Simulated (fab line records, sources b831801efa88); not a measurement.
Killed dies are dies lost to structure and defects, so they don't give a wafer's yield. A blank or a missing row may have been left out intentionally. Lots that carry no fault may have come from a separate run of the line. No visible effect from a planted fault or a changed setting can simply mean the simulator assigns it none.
The tool behind it: which one? ; flow sky130 ; Sampling: 13 lots, 39 wafers, 3 of 708 route steps

WHAT EACH GAUGE READ, for each wafer
SKY_POLY_GATE_THK_MEAS_21.
lot;measured;on;POLY_GATE_OXIDATION_THK (nm)
L636;day 17 03:53;film-metro-04;3.82 3.93 4.00
L637;day 17 19:22;film-metro-02;4.08 4.10 4.04
L639;day 18 02:26;film-metro-04;4.13 4.10 4.09
L640;day 19 01:04;film-metro-01;4.11 4.05 4.10
L641;day 19 02:20;film-metro-02;3.98 3.93 3.96
L643;day 19 16:16;film-metro-04;3.98 3.96 3.98
L644;day 20 03:16;film-metro-02;3.95 3.91 3.95
L646;day 20 17:03;film-metro-01;3.93 3.94 4.06
L648;day 21 06:52;film-metro-04;3.92 3.88 3.90
L647;day 21 10:32;film-metro-04;4.03 4.13 4.06
L650;day 22 04:53;film-metro-02;4.03 4.00 4.06
L656;day 23 20:57;film-metro-01;4.03 3.97 3.95
L658;day 24 22:19;film-metro-02;4.04 4.01 4.11

SKY_LDD_HVN_OVL_MEAS_07.
lot;measured;on;LDD_HVN_OVL (nm)
L636;day 20 22:49;overlay-01;-2.1 -0.3 -3.0
L637;day 21 16:22;overlay-02;-2.4 -2.5 -2.2
L639;day 21 23:19;overlay-01;-3.1 -4.2 -3.7
L640;day 22 22:26;overlay-01;1.2 0.6 0.7
L641;day 23 00:40;overlay-01;0.3 -2.9 -1.1
L643;day 23 12:58;overlay-01;-3.5 -2.7 -2.1
L644;day 23 23:46;overlay-02;-2.5 -3.5 -3.5
L646;day 24 14:02;overlay-02;-0.7 -1.1 -0.5
L648;day 25 02:59;overlay-01;-3.0 -2.5 -1.6
L647;day 25 07:05;overlay-01;0.7 -0.6 -0.8
L650;day 26 01:19;overlay-02;-1.7 -1.7 -2.0
L656;day 27 16:37;overlay-01;-1.2 -1.8 -1.7
L658;day 28 15:50;overlay-02;-1.6 -1.3 -1.0

TOOL THAT RAN EACH LOT (tool first, then ch and the chambers of the sampled wafers, then the start)
lot;SKY_LDD_P_HMDS_01
L636;litho-track-04 ch 0, day 19 01:38
L637;litho-track-04 ch 0, day 19 16:44
L639;litho-track-01 ch 0, day 20 01:06
L640;litho-track-01 ch 0, day 20 23:30
L641;litho-track-01 ch 0, day 21 01:03
L643;litho-track-04 ch 0, day 21 15:53
L644;litho-track-04 ch 0, day 22 01:10
L646;litho-track-01 ch 0, day 22 16:39
L648;litho-track-04 ch 0, day 23 06:14
L647;litho-track-01 ch 0, day 23 09:10
L650;litho-track-04 ch 0, day 24 03:50
L656;litho-track-03 ch 0, day 25 19:56
L658;litho-track-01 ch 0, day 26 20:31
- SKY_LDD_P_HMDS_01: prime time 60 s.

AS READ BY THE TOOLS THEMSELVES (means over the sampled wafers that have a number; for cases with no such wafer, the mark the record gives instead)
SKY_LDD_P_HMDS_01.
lot;tool;prime-temp-c (C)
L636;litho-track-04;119.86
L637;litho-track-04;120.00
L639;litho-track-01;119.78
L640;litho-track-01;120.08
L641;litho-track-01;119.92
L643;litho-track-04;120.02
L644;litho-track-04;120.01
L646;litho-track-01;120.07
L648;litho-track-04;117.84
L647;litho-track-01;120.09
L650;litho-track-04;117.75
L656;litho-track-03;119.96
L658;litho-track-01;120.04

THE ANSWER, worked out from the rows above alone
Rule: the usual values come from the lots themselves. The widest of any qualifying gaps counts: lots, ordered by their means at a reading, are off when they make up no more than a third of the lots, leave a main group of 4 or more, and stand apart from it by 3 or more times the standard deviation of that group's means. A main group whose means are all the same, to the digits that the tables above print for the reading, isn't used. A lot without any number at a reading at which 4 lots or more have one is off too. The other lots that the step has rows for count as sound. After the gauges, taken in route order, come the tools' own readings; for these a lot's mean is taken, as printed above. At the first step where some lot is off, the reading lying furthest off is the one used; lots without a number count as furthest.
Off at SKY_LDD_P_HMDS_01 (prime-temp-c): L648, L650. Main group: mean 119.98 C, sd 0.093.
If a tool, at that step or one of the process steps before it, ran each lot that is off and ran no sound lot following the first of them, it fits. One fits: litho-track-04 at SKY_LDD_P_HMDS_01. A fault onset in the window from L644 (day 22 01:10, its last sound lot) to L648 (day 23 06:14, its first lot off) fits.
On the lots that are off, the tool's own readings at SKY_LDD_P_HMDS_01 differ by more than 5 times the standard deviation of the sound lots' means, which bears it out; prime-temp-c reads 117.80 C there versus 119.98 C on the sound lots.

WHAT WAS PUT IN BY THE SIMULATOR
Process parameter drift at SKY_LDD_P_HMDS_01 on litho-track-04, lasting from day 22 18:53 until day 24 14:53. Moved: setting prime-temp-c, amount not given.
Lots struck among those shown: L648, L650. The rule above found the same.
